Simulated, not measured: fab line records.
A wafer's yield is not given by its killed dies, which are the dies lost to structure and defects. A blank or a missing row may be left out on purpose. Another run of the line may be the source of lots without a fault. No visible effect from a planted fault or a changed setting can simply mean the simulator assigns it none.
Which tool was responsible?    flow sky130    Sampling: 11 lots, 32 wafers, 6 of 708 route steps

WHAT THE GAUGES SHOWED, per wafer
SKY_METAL1_CD_MEAS_15 targets a cd of 140 nm.
lot   measured      on         cd_nm (nm)
L570  day 34 08:18  cd_sem-01  141.1 141.2 140.9
L572  day 34 19:02  cd_sem-01  139.0 140.0 140.5
L581  day 38 04:07  cd_sem-02  139.6 140.1
L582  day 38 09:06  cd_sem-01  138.9 139.2 140.5
L585  day 39 13:33  cd_sem-01  137.7 138.7 138.4
L588  day 39 20:56  cd_sem-01  139.4 139.4 139.6
L587  day 39 23:28  cd_sem-01  138.9 139.7 137.1
L589  day 40 09:06  cd_sem-01  138.5 138.8 139.1
L591  day 40 16:02  cd_sem-01  138.8 138.9 140.7
L592  day 40 18:24  cd_sem-01  138.1 138.6 140.1
L593  day 41 00:04  cd_sem-01  138.7 139.7 138.8

SKY_VIA1_RS_MEAS_22: the measuring method here is four-point-probe.
lot   measured      on             VIA1_W_RS (ohm/sq)
L570  day 35 12:44  film_metro-03  0.429 0.426 0.423
L572  day 35 23:56  film_metro-02  0.426 0.433 0.430
L581  day 39 08:32  film_metro-03  0.471 0.432
L582  day 39 13:04  film_metro-01  0.430 0.426 0.431
L585  day 40 17:19  film_metro-02  0.430 0.433 0.437
L588  day 40 23:32  film_metro-03  0.432 0.424 0.431
L587  day 41 02:44  film_metro-03  0.429 0.422 0.423
L589  day 41 12:24  film_metro-02  0.427 0.427 0.430
L591  day 41 19:06  film_metro-01  0.428 0.431 0.430
L592  day 41 21:06  film_metro-03  0.437 0.424 0.422
L593  day 42 02:38  film_metro-01  0.435 0.427 0.433

SKY_VIA1_THK_MEAS_23: measures by xrf.
lot   measured      on             VIA1_W_THK (nm)
L570  day 35 12:51  film_metro-03  272 276 276
L572  day 36 00:02  film_metro-02  277 274 273
L581  day 39 08:37  film_metro-03  248 270
L582  day 39 13:11  film_metro-01  275 280 275
L585  day 40 17:26  film_metro-02  272 272 270
L588  day 40 23:40  film_metro-03  271 278 272
L587  day 41 02:51  film_metro-03  272 276 274
L589  day 41 12:31  film_metro-02  275 276 274
L591  day 41 19:11  film_metro-01  276 274 277
L592  day 41 21:13  film_metro-03  267 277 277
L593  day 42 02:45  film_metro-01  275 278 274

WHAT TOOL EACH LOT RAN ON (gives the tool, then ch and the chambers of the sampled wafers, and finally the start)
lot   SKY_METAL1_SPUTTER_00         SKY_METAL1_DESCUM_17               SKY_VIA1_CVD_21
L570  pvd_sputter-04, day 33 04:02  rie_metal-02 ch 0,1, day 34 08:28  cvd_w-01 ch 0,1, day 35 12:38
L572  pvd_sputter-01, day 33 15:16  rie_metal-02 ch 0,1, day 34 19:10  cvd_w-02 ch 0,1, day 35 23:50
L581  pvd_sputter-03, day 37 01:44  rie_metal-01 ch 1, day 38 04:14    cvd_w-01 ch 0,1, day 39 08:25
L582  pvd_sputter-03, day 37 06:28  rie_metal-03 ch 0,1, day 38 09:16  cvd_w-02 ch 0,1, day 39 12:58
L585  pvd_sputter-04, day 38 11:24  rie_metal-02 ch 1, day 39 13:43    cvd_w-02 ch 0,1, day 40 17:14
L588  pvd_sputter-04, day 38 19:15  rie_metal-03 ch 0,1, day 39 21:05  cvd_w-02 ch 0,1, day 40 23:27
L587  pvd_sputter-01, day 38 21:48  rie_metal-02 ch 0,1, day 39 23:36  cvd_w-02 ch 0,1, day 41 02:38
L589  pvd_sputter-01, day 39 07:23  rie_metal-01 ch 0,1, day 40 09:16  cvd_w-02 ch 0,1, day 41 12:19
L591  pvd_sputter-04, day 39 14:54  rie_metal-02 ch 0,1, day 40 16:09  cvd_w-02 ch 0,1, day 41 18:59
L592  pvd_sputter-03, day 39 17:11  rie_metal-03 ch 0,1, day 40 18:34  cvd_w-02 ch 0,1, day 41 21:01
L593  pvd_sputter-03, day 39 23:08  rie_metal-02 ch 0,1, day 41 00:12  cvd_w-01 ch 0, day 42 02:28
- SKY_METAL1_SPUTTER_00: material Ti, target thk 15 nm, time 10 s.
- SKY_METAL1_DESCUM_17: chemistry O2, time 8 s.
- SKY_VIA1_CVD_21: deposits W, target thk 270 nm, time 80.902 s.

WHAT THE TOOLS THEMSELVES READ (means of the sampled wafers that have a number; where no wafer has one, the mark that the record gives instead)
SKY_METAL1_SPUTTER_00.
lot   tool            throttle_valve_pct (%)
L570  pvd_sputter-04  29.2
L572  pvd_sputter-01  31.1
L581  pvd_sputter-03  29.0
L582  pvd_sputter-03  29.1
L585  pvd_sputter-04  30.3
L588  pvd_sputter-04  28.9
L587  pvd_sputter-01  31.4
L589  pvd_sputter-01  31.4
L591  pvd_sputter-04  29.0
L592  pvd_sputter-03  27.9
L593  pvd_sputter-03  28.6

SKY_METAL1_DESCUM_17.
lot   tool          chamber_pressure_mTorr (mTorr)  drypump_motor_current_A (A)  oes_product_au (a.u.)
L570  rie_metal-02  9.991                           5.9                          0.993
L572  rie_metal-02  9.992                           5.9                          1.004
L581  rie_metal-01  9.998                           5.3                          0.998
L582  rie_metal-03  10.000                          5.0                          1.005
L585  rie_metal-02  10.004                          5.6                          1.003
L588  rie_metal-03  9.996                           5.1                          1.009
L587  rie_metal-02  9.996                           5.8                          0.993
L589  rie_metal-01  9.994                           5.6                          1.002
L591  rie_metal-02  9.998                           5.8                          1.007
L592  rie_metal-03  9.995                           5.4                          0.999
L593  rie_metal-02  9.998                           6.0                          0.995

SKY_VIA1_CVD_21.
lot   tool      heater_power_w (W)
L570  cvd_w-01  962
L572  cvd_w-02  879
L581  cvd_w-01  958
L582  cvd_w-02  855
L585  cvd_w-02  841
L588  cvd_w-02  845
L587  cvd_w-02  827
L589  cvd_w-02  851
L591  cvd_w-02  851
L592  cvd_w-02  797
L593  cvd_w-01  978

THE ANSWER, worked out from the rows above alone
Rule: what is usual is taken from the lots themselves. Put in order of their means at a reading, lots are off if they are a third of the lots or fewer, leave a main group of 4 or more, and stand apart from it by a gap of 3 or more times the standard deviation of the main group's means; of several such gaps the widest counts. Not used: any main group whose means are identical at the precision the tables above print for the reading. A lot without any number at a reading at which 4 lots or more have one is off too. Any other lot the step has rows for is counted as sound. First the gauges in route order, then the tools' own readings, where a lot's mean is used as printed above. At the first step where some lot is off, the reading lying furthest off is the one used; lots without a number count as furthest.
Off: L581, seen at SKY_VIA1_RS_MEAS_22 (VIA1_W_RS). For the main group the mean is 0.429 ohm/sq and the standard deviation 0.0024.
A tool fits if, at a process step before that reading, it ran every lot that is off, and no sound lot after the first of them. The gauges at SKY_VIA1_RS_MEAS_22 aren't tried: what is off there is off at SKY_VIA1_CVD_21 too, on other tools, and a gauge's error can't cause that. Of those tried, none fits.

WHAT HAD BEEN PUT IN BY THE SIMULATOR
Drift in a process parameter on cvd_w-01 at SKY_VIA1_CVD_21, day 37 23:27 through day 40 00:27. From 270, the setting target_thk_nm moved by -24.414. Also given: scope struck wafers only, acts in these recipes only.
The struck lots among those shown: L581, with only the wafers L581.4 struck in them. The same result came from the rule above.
